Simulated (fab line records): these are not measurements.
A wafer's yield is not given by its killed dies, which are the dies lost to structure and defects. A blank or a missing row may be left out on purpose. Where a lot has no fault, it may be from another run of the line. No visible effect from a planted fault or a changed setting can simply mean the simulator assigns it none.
Code-filled problem report in 8D (eight disciplines) form ; flow sky130 ; the parts of the form that need people (team, actions taken, sign-off) are left out

1. PROBLEM STATEMENT
A mean of 0.3301 Pa is read at SKY_METAL2_SPUTTER_02 for chamber_pressure_pa, taken on 1 wafer of 1 lot, against 0.4000 Pa (standard deviation 0.0012) on wafers free of any fault. Measured from the usual mean, that is -58 standard deviations.
The step: material AlCu, target thk 250 nm, time 13.3 s.
The first sign was on wafer L817.1 at day 38 18:54, on pvd_sputter-03. The record has a number at this step for 15 wafers belonging to 5 lots. The rule behind "out" and "out of limits": a value lying over 4 standard deviations away from the usual mean. The rest of the wafers with a number are treated as sound.

2. WHAT IT IS, WHAT IT ISN'T
question;is;is not
which readings at this step;chamber_pressure_pa;-
which lots;L817;L804, L812, L819, L825
which wafers of those lots;L817.1;L817.2, L817.3
read on which tools;pvd_sputter-03;pvd_sputter-01, pvd_sputter-04
when;from day 38 18:54;"up to then (8 sound wafers); but 6 sound wafers of L819, L825 came after"

3. THE SUSPECTS, EACH WITH WHAT RULES IT OUT
Counting: if a tool at a process step up to the reading ran every lot that is out, it stays a suspect. Sound lots after the first of them don't rule it out here, since some wafers of a struck lot are sound.
- rie_diel-01 at SKY_VIA1_ETCH_15 (etches SiO2 in C4F8/O2/Ar, stops on TiN, target depth 351 nm, time 54 s): kept. It ran the lot that is out, L817 (day 38 17:34).
- pvd_sputter-03 at SKY_VIA1_SPUTTER_20 (material TiN, target thk 20 nm, time 80 s): kept. It ran the lot that is out, L817 (day 38 18:13).
- cvd_w-02 at SKY_VIA1_CVD_21 (deposits W, target thk 270 nm, time 80.902 s): kept. It ran the lot that is out, L817 (day 38 18:17).
- pvd_sputter-03 at SKY_METAL2_SPUTTER_02 (material AlCu, target thk 250 nm, time 13.3 s): kept. L817, the lot that is out, went through it at day 38 18:54; up to then, the latest sound lot through it was L804 at day 33 22:04. Out on those wafers are its own readings of chamber_pressure_pa.
- Within rie_diel-01 at SKY_VIA1_ETCH_15: the wafers that are out ran in chamber 3; their sound lot-mates ran in chambers 0, 1.
Left after counting: rie_diel-01 at SKY_VIA1_ETCH_15, pvd_sputter-03 at SKY_VIA1_SPUTTER_20, cvd_w-02 at SKY_VIA1_CVD_21, pvd_sputter-03 at SKY_METAL2_SPUTTER_02.

4. THE CAUSE (what the simulator had put in)
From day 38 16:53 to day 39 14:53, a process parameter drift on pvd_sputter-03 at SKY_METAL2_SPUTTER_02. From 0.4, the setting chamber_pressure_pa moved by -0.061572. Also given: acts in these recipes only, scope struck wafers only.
This tool is one of the 4 suspects left after counting.

5. THE EFFECT CHAIN, in route order
Each row: a reading whose mean over the struck wafers that have a number lies more than 3 standard deviations from the usual. Only readings whose record carries a usual standard deviation are examined. hours: median over the lots of the time between each lot's start at the first step of this table that gives one and its start at this step. sigmas: the change, counted in usual standard deviations.
hours;step;reading;usual;on struck wafers;change;sigmas
0;SKY_METAL2_SPUTTER_02;chamber_pressure_pa;0.4000 Pa;0.3301;-0.0699;-58
It contains these process steps:
- SKY_METAL2_SPUTTER_02: material AlCu, target thk 250 nm, time 13.3 s.
Later steps that measure or inspect, where all struck wafers having a row at the step show a number for every such reading and not one has moved that far: SKY_METAL2_RS_MEAS_05, SKY_METAL2_THK_MEAS_06, SKY_METAL2_CD_MEAS_15, SKY_METAL2_OVL_MEAS_16.

6. WHAT WOULD HAVE CAUGHT IT SOONER
In this record the first reading out of limits was taken at day 38 18:54, 2 hours after the fault began at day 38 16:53.
